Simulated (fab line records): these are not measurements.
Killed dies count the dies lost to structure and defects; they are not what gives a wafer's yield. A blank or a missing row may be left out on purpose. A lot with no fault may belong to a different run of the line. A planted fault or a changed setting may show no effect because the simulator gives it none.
Matching of chambers -- flow gf180mcu -- 4 sister chambers for GF_V4_ETCH_16 on rie-diel-02
The step etches BARC in N2/H2. 4 wafers are shown with their chamber, then 8 later ones without.

EACH WAFER AND ITS CHAMBER
wafer,chamber,drypump-motor-current-A (A)
L436.6,3,5.4
L440.2,1,6.2
L440.5,2,5.5
L443.2,0,5.5

WAFERS WITHOUT THEIR CHAMBER
wafer,drypump-motor-current-A (A)
L443.4,5.5
L443.5,5.5
L446.4,5.4
L446.5,5.4
L446.6,6.3
L447.2,6.2
L447.3,5.4
L447.6,5.4

EACH ONE'S CHAMBER
wafer,from the rows above,in truth
L443.4,can't be placed: 0 or 2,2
L443.5,can't be placed: 0 or 2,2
L446.4,3,3
L446.5,3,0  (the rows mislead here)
L446.6,1,1
L447.2,1,1
L447.3,3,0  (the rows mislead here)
L447.6,3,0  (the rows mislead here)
Correctly placed: 3 of 8. From these rows, 2 cannot be placed; in 2 the true chamber is one of the candidates. 3 placed wrongly.
How it was worked out, from the rows above alone: a wafer's distance from a chamber is the root of the sum, over the readings, of the square of ((its reading less the chamber's mean) divided by the reading's scatter). If the next closest chamber is less than 2 further off than the closest, the wafer can't be placed; otherwise it belongs to the closest. For every chamber, the mean is computed from those of its wafers that are shown. The scatter: root of mean squared gap, hidden wafer to nearest shown wafer, with one shown wafer a chamber.
